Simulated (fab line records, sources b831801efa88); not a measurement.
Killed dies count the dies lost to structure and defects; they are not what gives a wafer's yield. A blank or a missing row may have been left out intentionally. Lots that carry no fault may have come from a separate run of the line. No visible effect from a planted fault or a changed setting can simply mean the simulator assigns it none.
fab line records + flow sky130
record
- lots=11
- wafers=33
- lastDay=49
route steps=708 shown VIA1@460 PAD_OPEN@708
lots with no fault: from the same line, run without faults
startH: start of the lot's first displayed wafer, in hours after the record's first day + waitH: hours since the lot's step before + " same as the row above + L1.1+2: a row that stands for several wafers + - no value present, or no start provided + * or withheld: withheld + < > ~ a bound
route shown NAME@n: a module of which the file shows steps, and the number in the route of the first + usual: the fault-free wafers' mean and standard deviation + same: alike in all rows + chamber/n: place in a boat + sites: readings site by site + _std_site: the values' standard deviation + _edge_site: inner sites' mean taken away from outer sites' mean + radiusMm: for every site, how far away it sits from the centre of the wafer + mask NAME#n: copy n + behind: the tool/chamber that last shaped the wafer + hold: why the lot was held/for how many hours/how that ended + device: the transistor (n, p or np) that didn't switch + end of line: tests run on the same wafers once the route is complete + for a step that has no rows: nothing shown but its recipe + killed: count of dies lost to structure and defects at first sort (not the wafer's yield) + map: a wafer's dies, x killed, . not, _ none there
set.NAME: the setting that was run; set.NAME@STEP: the one run at that earlier step + model.NAME: the simulator's own value behind a step, which no gauge read
steps of the route over a sample of lots; a table a step, a row a wafer
services: when a tool's chamber went out of use (startH, in hours from the record's first day, below 0 if earlier), for how many hours, and the reason
## steps
# step SKY_VIA1_CMP_02
# recipe
- material=SiO2
- downForcePsi=4
- platenRpm=60
- padVelocityMS=0.94248
# usual
- motorCurrentA=12.0/1.1
| lot.wafer | tool   | chamber | startH | waitH | motorCurrentA |
|-----------|--------|---------|--------|-------|---------------|
| L212.4    | cmp-02 | 1       | 732.85 | 0.0   | 10.7          |
| L212.1    | "      | 2       | "      | "     | 13.5          |
| L212.6    | "      | 2       | "      | "     | 13.9          |
| L213.4    | cmp-01 | 1       | 768.65 | 0.0   | 12.3          |
| L213.3    | "      | 3       | "      | "     | 12.8          |
| L213.2    | "      | 0       | "      | "     | 10.5          |
| L214.3    | cmp-02 | 2       | 784.07 | 0.0   | 13.1          |
| L214.2    | "      | 0       | "      | "     | 12.1          |
| L214.6    | "      | 2       | "      | "     | 13.8          |
| L217.1    | cmp-02 | 2       | 809.62 | 0.2   | 13.6          |
| L217.6    | "      | 3       | "      | "     | 13.4          |
| L217.5    | "      | 0       | "      | "     | 12.7          |
| L219.2    | cmp-01 | 3       | 831.50 | 0.1   | 12.3          |
| L219.5    | "      | 2       | "      | "     | 13.3          |
| L219.6    | "      | 3       | "      | "     | 12.9          |
| L221.1    | cmp-02 | 3       | 851.03 | 0.1   | 12.2          |
| L221.6    | "      | 1       | "      | "     | 10.6          |
| L221.5    | "      | 2       | "      | "     | 14.0          |
| L222.1    | cmp-01 | 1       | 856.21 | 0.1   | 11.8          |
| L222.3    | "      | 2       | "      | "     | 12.1          |
| L222.5    | "      | 3       | "      | "     | 12.0          |
| L223.1    | cmp-01 | 0       | 861.02 | 0.1   | 10.3          |
| L223.4    | "      | 1       | "      | "     | 11.9          |
| L223.6    | "      | 1       | "      | "     | 11.6          |
| L225.3    | cmp-01 | 3       | 903.37 | 0.0   | 12.0          |
| L225.2    | "      | 1       | "      | "     | 12.7          |
| L225.6    | "      | 3       | "      | "     | 13.1          |
| L227.4    | cmp-01 | 0       | 905.98 | 0.1   | 10.0          |
| L227.3    | "      | 1       | "      | "     | 12.2          |
| L227.6    | "      | 3       | "      | "     | 12.6          |
| L230.2    | cmp-01 | 2       | 912.28 | 0.1   | 12.4          |
| L230.3    | "      | 3       | "      | "     | 12.6          |
| L230.5    | "      | 1       | "      | "     | 12.3          |
# step SKY_VIA1_ETCH_14
# recipe
- chemistry=N2/H2
- target=BARC
- ionEnergyEv=200
- sourceW=500
- biasW=100
- pressureMtorr=30
- n2FlowSccm=100
- h2FlowSccm=200
- stopOn=SiO2
- timeS=45.9
- targetDepthA=600
# usual
- drypumpMotorCurrentA=5.7/0.49
- oesProductAu=0.855/0.005
- rfFwdPowerW=495.3/2
- throttleValvePct=13.224/0.0095
| lot.wafer | tool       | chamber | startH | waitH | drypumpMotorCurrentA | oesProductAu | rfFwdPowerW | rfHoursCounterH | throttleValvePct |
|-----------|------------|---------|--------|-------|----------------------|--------------|-------------|-----------------|------------------|
| L212.1    | rieDiel-03 | 0       | 767.01 | 0.0   | 5.9                  | 0.847        | 494.2       | 6               | 13.223           |
| L212.4    | "          | 2       | "      | "     | 5.9                  | 0.857        | 496.1       | 9               | 13.218           |
| L212.6    | "          | 3       | "      | "     | 5.0                  | 0.856        | 496.5       | -               | 13.227           |
| L213.2    | rieDiel-04 | 3       | 792.26 | 0.0   | 6.4                  | 0.859        | 493.5       | 9               | 13.203           |
| L213.3    | "          | 2       | "      | "     | 5.9                  | 0.851        | 491.9       | 15              | 13.225           |
| L213.4    | "          | 0       | "      | "     | 6.0                  | 0.859        | 495.0       | 6               | 13.214           |
| L214.2    | rieDiel-04 | 1       | 807.56 | 0.0   | 5.5                  | 0.868        | 491.2       | 11              | 13.232           |
| L214.3    | "          | 0       | "      | "     | 6.0                  | 0.862        | 495.3       | 6               | 13.238           |
| L214.6    | "          | 0       | "      | "     | 6.0                  | 0.855        | 495.0       | -               | 13.242           |
| L217.1    | rieDiel-04 | 1       | 836.46 | 0.0   | 5.5                  | 0.859        | 489.1       | 12              | 13.229           |
| L217.5    | "          | 3       | "      | "     | 6.5                  | 0.857        | 493.0       | -               | 13.234           |
| L217.6    | "          | 2       | "      | "     | 5.8                  | 0.849        | 497.1       | -               | 13.214           |
| L219.2    | rieDiel-03 | 3       | 857.56 | 0.0   | 5.1                  | 0.850        | 497.8       | 5               | 13.234           |
| L219.5    | "          | 0       | "      | "     | 5.9                  | 0.855        | 492.8       | -               | 13.236           |
| L219.6    | "          | 3       | "      | "     | 5.0                  | 0.860        | 497.5       | -               | 13.237           |
| L221.1    | rieDiel-03 | 1       | 874.86 | 0.0   | 6.1                  | 0.854        | 494.6       | 4               | 13.216           |
| L221.5    | "          | 3       | "      | "     | 5.0                  | 0.857        | 497.1       | -               | 13.239           |
| L221.6    | "          | 2       | "      | "     | 5.9                  | 0.849        | 495.8       | -               | 13.230           |
| L222.1    | rieDiel-03 | 2       | 883.11 | 0.0   | 5.9                  | 0.847        | 496.1       | 12              | 13.237           |
| L222.3    | "          | 0       | "      | "     | 5.8                  | 0.859        | 494.6       | 9               | 13.220           |
| L222.5    | "          | 3       | "      | "     | 5.1                  | 0.858        | 497.8       | -               | 13.218           |
| L223.1    | rieDiel-01 | 1       | 887.21 | 0.0   | 4.9                  | 0.859        | 493.4       | 18              | 13.234           |
| L223.4    | "          | 2       | "      | "     | 6.2                  | 0.856        | 497.2       | 9               | 13.217           |
| L223.6    | "          | 0       | "      | "     | 5.4                  | 0.859        | 496.2       | -               | 13.225           |
| L225.2    | rieDiel-03 | 0       | 929.06 | 0.0   | 5.8                  | 0.850        | 496.9       | 10              | 13.223           |
| L225.3    | "          | 1       | "      | "     | 6.0                  | 0.850        | 493.0       | 5               | 13.226           |
| L225.6    | "          | 3       | "      | "     | 5.1                  | 0.862        | 496.6       | -               | 13.221           |
| L227.3    | rieDiel-03 | 0       | 931.76 | 0.0   | 5.9                  | 0.862        | 497.0       | 10              | 13.229           |
| L227.4    | "          | 2       | "      | "     | 5.9                  | 0.853        | 495.5       | 13              | 13.207           |
| L227.6    | "          | 1       | "      | "     | 6.0                  | 0.844        | 495.4       | -               | 13.214           |
| L230.2    | rieDiel-03 | 0       | 938.31 | 0.0   | 5.8                  | 0.845        | 493.5       | 11              | 13.217           |
| L230.3    | "          | 1       | "      | "     | 6.1                  | 0.861        | 492.8       | 6               | 13.229           |
| L230.5    | "          | 0       | "      | "     | 5.9                  | 0.857        | 493.2       | -               | 13.232           |
# step SKY_VIA1_STRIP_16
# recipe
- chemistry=O2/N2
- powerW=1400
- pressureMtorr=1500
- platenTempC=withheld
- o2FlowSccm=3000
- n2FlowSccm=300
- overashFraction=0.5
# usual
- drypumpMotorCurrentA=5.8/0.37
- o2FlowSccm=2999/8.6
- oesProductAu=0.416/0.0044
- stripTimeToEndpointS=4.462/0.02
| lot.wafer | tool           | chamber | startH | waitH | drypumpMotorCurrentA | o2FlowSccm | oesProductAu | rfHoursCounterH | stripTimeToEndpointS |
|-----------|----------------|---------|--------|-------|----------------------|------------|--------------|-----------------|----------------------|
| L212.1    | plasmaAsher-03 | 0       | 767.10 | 0.0   | 5.7                  | 3016       | 0.413        | 61              | 4.488                |
| L212.4    | "              | 1       | "      | "     | 5.4                  | 2991       | 0.414        | -               | 4.468                |
| L212.6    | "              | 0       | "      | "     | 5.7                  | 3002       | 0.413        | -               | 4.473                |
| L213.2    | plasmaAsher-01 | 0       | 792.35 | 0.0   | 5.4                  | 3008       | 0.419        | 5               | 4.456                |
| L213.3    | "              | 1       | "      | "     | 5.9                  | 2992       | 0.415        | -               | 4.460                |
| L213.4    | "              | 0       | "      | "     | 5.4                  | 3013       | 0.416        | -               | 4.466                |
| L214.2    | plasmaAsher-03 | 1       | 807.65 | 0.0   | 5.3                  | 2992       | 0.408        | 65              | 4.420                |
| L214.3    | "              | 1       | "      | "     | 5.3                  | 2995       | 0.411        | -               | 4.406                |
| L214.6    | "              | 0       | "      | "     | 5.7                  | 2992       | 0.411        | -               | 4.442                |
| L217.1    | plasmaAsher-03 | 0       | 836.55 | 0.0   | 5.7                  | 3003       | 0.413        | 68              | 4.445                |
| L217.5    | "              | 0       | "      | "     | 5.7                  | 3007       | 0.422        | -               | 4.477                |
| L217.6    | "              | 1       | "      | "     | 5.3                  | 2998       | 0.420        | -               | 4.438                |
| L219.2    | plasmaAsher-01 | 0       | 857.65 | 0.0   | 5.4                  | 3012       | 0.423        | 12              | 4.465                |
| L219.5    | "              | 1       | "      | "     | 5.9                  | 3002       | 0.422        | -               | 4.476                |
| L219.6    | "              | 0       | "      | "     | 5.4                  | 2996       | 0.417        | -               | 4.464                |
| L221.1    | plasmaAsher-02 | 1       | 874.95 | 0.0   | 6.3                  | 2980       | 0.414        | 105             | 4.487                |
| L221.5    | "              | 1       | "      | "     | 6.2                  | 2999       | 0.420        | -               | 4.470                |
| L221.6    | "              | 0       | "      | "     | 6.4                  | 2986       | 0.420        | -               | 4.470                |
| L222.1    | plasmaAsher-01 | 1       | 883.20 | 0.0   | 5.9                  | 3007       | 0.423        | 14              | 4.462                |
| L222.3    | "              | 0       | "      | "     | 5.4                  | 2996       | 0.413        | -               | 4.443                |
| L222.5    | "              | 1       | "      | "     | 5.9                  | 2998       | 0.417        | -               | 4.468                |
| L223.1    | plasmaAsher-01 | 1       | 887.30 | 0.0   | 5.9                  | 3006       | 0.414        | 15              | 4.445                |
| L223.4    | "              | 1       | "      | "     | 5.9                  | 3004       | 0.411        | -               | 4.448                |
| L223.6    | "              | 1       | "      | "     | 5.9                  | 3008       | 0.417        | -               | 4.420                |
| L225.2    | plasmaAsher-01 | 1       | 929.15 | 0.0   | 5.9                  | 2995       | 0.422        | 19              | 4.429                |
| L225.3    | "              | 1       | "      | "     | 5.9                  | 2996       | 0.415        | -               | 4.457                |
| L225.6    | "              | 1       | "      | "     | 5.9                  | 3003       | 0.417        | -               | 4.464                |
| L227.3    | plasmaAsher-03 | 1       | 931.88 | 0.1   | 5.3                  | 3026       | 0.417        | -               | 4.465                |
| L227.4    | "              | 0       | "      | "     | 5.7                  | 3004       | 0.419        | -               | 4.466                |
| L227.6    | "              | 0       | "      | "     | 5.7                  | 3001       | 0.413        | -               | 4.566                |
| L230.2    | plasmaAsher-03 | 1       | 938.40 | 0.0   | 5.3                  | 2996       | 0.426        | 78              | 4.584                |
| L230.3    | "              | 1       | "      | "     | 5.3                  | 3007       | 0.410        | -               | 4.479                |
| L230.5    | "              | 0       | "      | "     | 5.8                  | 3001       | 0.419        | -               | 4.470                |
# step SKY_VIA1_SPUTTER_20
# recipe
- material=TiN
- targetThkNm=20
- chamberPressurePa=5
- powerW=4000
- timeS=80
# usual
- throttleValvePct=30.0/0.96
| lot.wafer | tool          | chamber | startH | waitH | throttleValvePct |
|-----------|---------------|---------|--------|-------|------------------|
| L212.1    | pvdSputter-03 | -       | 767.82 | 0.0   | 30.6             |
| L212.4    | "             | -       | "      | "     | 29.5             |
| L212.6    | "             | -       | "      | "     | 31.0             |
| L213.2    | pvdSputter-03 | -       | 792.94 | 0.0   | 29.5             |
| L213.3    | "             | -       | "      | "     | 30.9             |
| L213.4    | "             | -       | "      | "     | 30.7             |
| L214.2    | pvdSputter-04 | -       | 808.24 | 0.0   | 29.8             |
| L214.3    | "             | -       | "      | "     | 31.2             |
| L214.6    | "             | -       | "      | "     | 29.6             |
| L217.1    | pvdSputter-02 | -       | 837.15 | 0.0   | 28.6             |
| L217.5    | "             | -       | "      | "     | 31.7             |
| L217.6    | "             | -       | "      | "     | 29.3             |
| L219.2    | pvdSputter-03 | -       | 858.28 | 0.0   | 29.5             |
| L219.5    | "             | -       | "      | "     | 29.2             |
| L219.6    | "             | -       | "      | "     | 30.9             |
| L221.1    | pvdSputter-03 | -       | 875.58 | 0.0   | 31.1             |
| L221.5    | "             | -       | "      | "     | 29.4             |
| L221.6    | "             | -       | "      | "     | 30.9             |
| L222.1    | pvdSputter-02 | -       | 883.83 | 0.0   | 28.2             |
| L222.3    | "             | -       | "      | "     | 31.9             |
| L222.5    | "             | -       | "      | "     | 31.7             |
| L223.1    | pvdSputter-02 | -       | 887.89 | 0.0   | 28.3             |
| L223.4    | "             | -       | "      | "     | 29.3             |
| L223.6    | "             | -       | "      | "     | 30.3             |
| L225.2    | pvdSputter-04 | -       | 929.79 | 0.0   | 31.2             |
| L225.3    | "             | -       | "      | "     | 29.8             |
| L225.6    | "             | -       | "      | "     | 30.1             |
| L227.3    | pvdSputter-02 | -       | 932.45 | 0.0   | 29.2             |
| L227.4    | "             | -       | "      | "     | 28.5             |
| L227.6    | "             | -       | "      | "     | 30.3             |
| L230.2    | pvdSputter-03 | -       | 939.03 | 0.0   | 30.7             |
| L230.3    | "             | -       | "      | "     | 28.9             |
| L230.5    | "             | -       | "      | "     | 31.0             |
# step SKY_VIA1_THK_MEAS_23
# recipe
- thkMeasGauge=xrf
- reads=W_of_VIA1_CVD_21
# usual
- VIA1_W_THK=272/3.4
| lot.wafer | tool         | chamber | startH | waitH | VIA1_W_THK[nm] |
|-----------|--------------|---------|--------|-------|----------------|
| L212.1    | filmMetro-02 | -       | 768.10 | 0.1   | 269            |
| L212.4    | "            | -       | "      | "     | 270            |
| L212.6    | "            | -       | "      | "     | 273            |
| L213.2    | filmMetro-03 | -       | 793.23 | 0.1   | 268            |
| L213.3    | "            | -       | "      | "     | 271            |
| L213.4    | "            | -       | "      | "     | 272            |
| L214.2    | filmMetro-04 | -       | 808.52 | 0.1   | 273            |
| L214.3    | "            | -       | "      | "     | 273            |
| L214.6    | "            | -       | "      | "     | 270            |
| L217.1    | filmMetro-04 | -       | 837.43 | 0.1   | 275            |
| L217.5    | "            | -       | "      | "     | 275            |
| L217.6    | "            | -       | "      | "     | 274            |
| L219.2    | filmMetro-04 | -       | 858.57 | 0.1   | 275            |
| L219.5    | "            | -       | "      | "     | 277            |
| L219.6    | "            | -       | "      | "     | 274            |
| L221.1    | filmMetro-03 | -       | 875.85 | 0.1   | 273            |
| L221.5    | "            | -       | "      | "     | 272            |
| L221.6    | "            | -       | "      | "     | 273            |
| L222.1    | filmMetro-04 | -       | 884.10 | 0.1   | 272            |
| L222.3    | "            | -       | "      | "     | 278            |
| L222.5    | "            | -       | "      | "     | 273            |
| L223.1    | filmMetro-03 | -       | 888.16 | 0.1   | 271            |
| L223.4    | "            | -       | "      | "     | 275            |
| L223.6    | "            | -       | "      | "     | 275            |
| L225.2    | filmMetro-02 | -       | 930.07 | 0.1   | 270            |
| L225.3    | "            | -       | "      | "     | 270            |
| L225.6    | "            | -       | "      | "     | 269            |
| L227.3    | filmMetro-04 | -       | 932.74 | 0.1   | 276            |
| L227.4    | "            | -       | "      | "     | 272            |
| L227.6    | "            | -       | "      | "     | 272            |
| L230.2    | filmMetro-02 | -       | 939.32 | 0.1   | 271            |
| L230.3    | "            | -       | "      | "     | 277            |
| L230.5    | "            | -       | "      | "     | 277            |
# step SKY_PAD_OPEN_PROBE_99
# usual
- defectLimitedYield=82.5/1.8
- killed_at_M0_to_M3=43/6.6
- killed_at_M4_up=3.2/1.8
- killedAtContacts=24/5
- killedAtFrontEnd=15/4.5
- killedAtOther=0.2/0.46
- killedDies=86/8.8
- killedOpen=48/6.6
- killedShort=38/6.1
- sort_bin_3_pad_short=0.8/0.42
- sort_bin_5_function=10.4/1.4
- sort_bin_6_memory=6.3/1
- sortNPass=406/8.8
- sortYieldPct=82.5/1.8
# same
- grossDies=492
- killedAtBackSide=0
- sort_bin_4_leakage[%]=0
- sort_bin_8_speed[%]=0
| lot.wafer | tool      | chamber | startH  | waitH | defectLimitedYield[%] | killed_at_M0_to_M3 | killed_at_M4_up | killedAtContacts | killedAtFrontEnd | killedAtOther | killedDies | killedOpen | killedShort | sort_bin_3_pad_short[%] | sort_bin_5_function[%] | sort_bin_6_memory[%] | sortNPass | sortYieldPct[%] |
|-----------|-----------|---------|---------|-------|-----------------------|--------------------|-----------------|------------------|------------------|---------------|------------|------------|-------------|-------------------------|------------------------|----------------------|-----------|-----------------|
| L219.2    | prober-01 | -       | 1128.88 | 0.1   | 79.7                  | 56                 | 4               | 26               | 14               | 0             | 100        | 53         | 47          | 0.6                     | 12.4                   | 7.3                  | 392       | 79.7            |
| L219.5    | prober-01 | -       | 1129.03 | 0.2   | 82.7                  | 51                 | 2               | 24               | 8                | 0             | 85         | 54         | 31          | 1.2                     | 9.3                    | 6.7                  | 407       | 82.7            |
| L219.6    | prober-01 | -       | 1129.08 | 0.2   | 81.9                  | 53                 | 3               | 20               | 13               | 0             | 89         | 53         | 36          | 0.6                     | 10.0                   | 7.5                  | 403       | 81.9            |
| L227.3    | prober-01 | -       | 1181.68 | 0.2   | 86.2                  | 28                 | 3               | 22               | 15               | 0             | 68         | 29         | 39          | 1.4                     | 8.3                    | 4.1                  | 424       | 86.2            |
| L227.4    | prober-01 | -       | 1181.73 | 0.2   | 80.5                  | 35                 | 0               | 36               | 25               | 0             | 96         | 53         | 43          | 0.6                     | 12.2                   | 6.7                  | 396       | 80.5            |
| L227.6    | prober-01 | -       | 1181.83 | 0.2   | 87.6                  | 31                 | 5               | 16               | 9                | 0             | 61         | 33         | 28          | 1.4                     | 6.7                    | 4.3                  | 431       | 87.6            |
| L230.2    | prober-01 | -       | 1185.86 | 0.1   | 85.4                  | 35                 | 4               | 24               | 9                | 0             | 72         | 41         | 31          | 0.4                     | 7.3                    | 6.9                  | 420       | 85.4            |
| L230.3    | prober-01 | -       | 1185.91 | 0.2   | 83.7                  | 43                 | 4               | 20               | 13               | 0             | 80         | 46         | 34          | 0.8                     | 10.4                   | 5.1                  | 412       | 83.7            |
| L230.5    | prober-01 | -       | 1186.01 | 0.2   | 81.5                  | 48                 | 2               | 24               | 15               | 2             | 91         | 48         | 43          | 0.2                     | 11.2                   | 7.1                  | 401       | 81.5            |
# killed by level:class
L219.2 VIA1:geometricParticle:open=11 CONTACT:geometricParticle:open=9 METAL1:geometricParticle:short=7 METAL2:geometricParticle:short=7 VIA3:geometricParticle:open=6 FIELD_ISO:geometricParticle:open=5 VIA2:geometricParticle:open=5 FIELD_ISO:geometricParticle:short=4
L219.5 VIA1:geometricParticle:open=12 CONTACT:geometricParticle:open=11 VIA2:geometricParticle:open=9 LI_CONTACT:geometricParticle:open=6 METAL1:geometricParticle:short=6 VIA3:geometricParticle:open=6 METAL2:geometricParticle:short=5 VIA1:geometricParticle:short=4
L219.6 VIA1:geometricParticle:open=14 VIA2:geometricParticle:open=13 LI_CONTACT:geometricParticle:open=6 VIA1:geometricParticle:short=6 METAL2:geometricParticle:short=6 FIELD_ISO:geometricParticle:open=5 FIELD_ISO:geometricParticle:short=5 CONTACT:geometricParticle:open=5
L227.3 CONTACT:geometricParticle:open=8 CONTACT:geometricParticle:short=6 METAL2:geometricParticle:short=6 FIELD_ISO:geometricParticle:short=4 VIA1:geometricParticle:open=4 POLY_GATE:geometricParticle:short=4 LI_CONTACT:geometricParticle:open=4 VIA3:geometricParticle:open=4
L227.4 CONTACT:geometricParticle:open=14 FIELD_ISO:geometricParticle:short=9 VIA3:geometricParticle:open=9 LI_CONTACT:geometricParticle:open=8 VIA1:geometricParticle:open=8 CONTACT:geometricParticle:short=6 METAL1:geometricParticle:short=6 LOCAL_INTERCONNECT:geometricParticle:short=5
L227.6 CONTACT:geometricParticle:open=9 VIA2:geometricParticle:open=6 METAL2:geometricParticle:short=5 VIA3:geometricParticle:open=4 METAL4:geometricParticle:short=4 LI_CONTACT:geometricParticle:open=3 METAL1:geometricParticle:short=3 VIA1:geometricParticle:short=3
L230.2 VIA1:geometricParticle:open=11 CONTACT:geometricParticle:open=9 CONTACT:geometricParticle:short=6 VIA2:geometricParticle:open=5 LOCAL_INTERCONNECT:geometricParticle:short=5 FIELD_ISO:geometricParticle:short=3 LI_CONTACT:geometricParticle:open=3 METAL1:geometricParticle:short=3
L230.3 VIA1:geometricParticle:open=11 CONTACT:geometricParticle:open=10 VIA1:geometricParticle:short=6 LI_CONTACT:geometricParticle:open=5 CONTACT:geometricParticle:short=5 VIA3:geometricParticle:open=5 FIELD_ISO:geometricParticle:open=4 POLY_GATE:geometricParticle:short=4
L230.5 VIA1:geometricParticle:open=10 CONTACT:geometricParticle:open=9 VIA2:geometricParticle:open=8 VIA1:geometricParticle:short=6 METAL2:geometricParticle:short=5 LI_CONTACT:geometricParticle:open=5 FIELD_ISO:geometricParticle:short=4 LOCAL_INTERCONNECT:geometricParticle:short=4
## services
| tool           | chamber | startH | hours | kind   |
|----------------|---------|--------|-------|--------|
| cmp-02         | -       | 713.51 | 1.7   | repair |
| rieDiel-03     | 1       | 715.46 | 10.3  | repair |
| rieDiel-04     | -       | 718.12 | 1.0   | repair |
| cmp-02         | -       | 718.87 | 1.0   | repair |
| rieDiel-03     | 3       | 725.00 | 1.5   | repair |
| rieDiel-03     | 1       | 733.02 | 5.2   | repair |
| plasmaAsher-01 | -       | 733.75 | 9.0   | pm     |
| cmp-01         | -       | 744.16 | 4.0   | pm     |
| cmp-02         | -       | 763.09 | 6.6   | pm     |
| rieDiel-03     | -       | 780.82 | 4.3   | pm     |
| rieDiel-03     | 3       | 785.55 | 7.8   | repair |
| rieDiel-03     | -       | 797.78 | 0.4   | repair |
| pvdSputter-02  | -       | 798.59 | 4.2   | repair |
| rieDiel-04     | 2       | 801.32 | 11.2  | repair |
| cmp-01         | -       | 807.91 | 5.2   | repair |
| rieDiel-04     | 1       | 810.29 | 6.7   | repair |
| cmp-02         | -       | 816.19 | 2.3   | repair |
| plasmaAsher-01 | -       | 874.03 | 6.4   | pm     |
| plasmaAsher-03 | -       | 886.89 | 0.4   | repair |
| cmp-02         | -       | 893.04 | 1.4   | repair |
| cmp-02         | -       | 902.98 | 0.9   | repair |
| cmp-02         | -       | 912.00 | 4.0   | pm     |
| cmp-02         | -       | 916.54 | 2.3   | repair |
| rieDiel-03     | 2       | 924.30 | 5.2   | repair |
## key
firstSign
- step=SKY_VIA1_STRIP_16
- reading=stripTimeToEndpointS
- direction=up
- sigmas=5.7
- usual=*
- struck=*
effect none on later readings
metAt SKY_VIA1_ETCH_14
struckLots L227,L230
struckWafers L227.6,L230.2
notActingAt SKY_VIA1_CMP_02,SKY_VIA1_SPUTTER_20,SKY_VIA1_THK_MEAS_23
onsetBetween 929.06 931.76
fault
- kind=processParameterDrift
- tool=rieDiel-03
- chamber=-
- onsetH=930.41
- steps=SKY_VIA1_ETCH_14
- channel=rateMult
- offset=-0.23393
- shape=step
- endH=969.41
- scope=struckWafersOnly
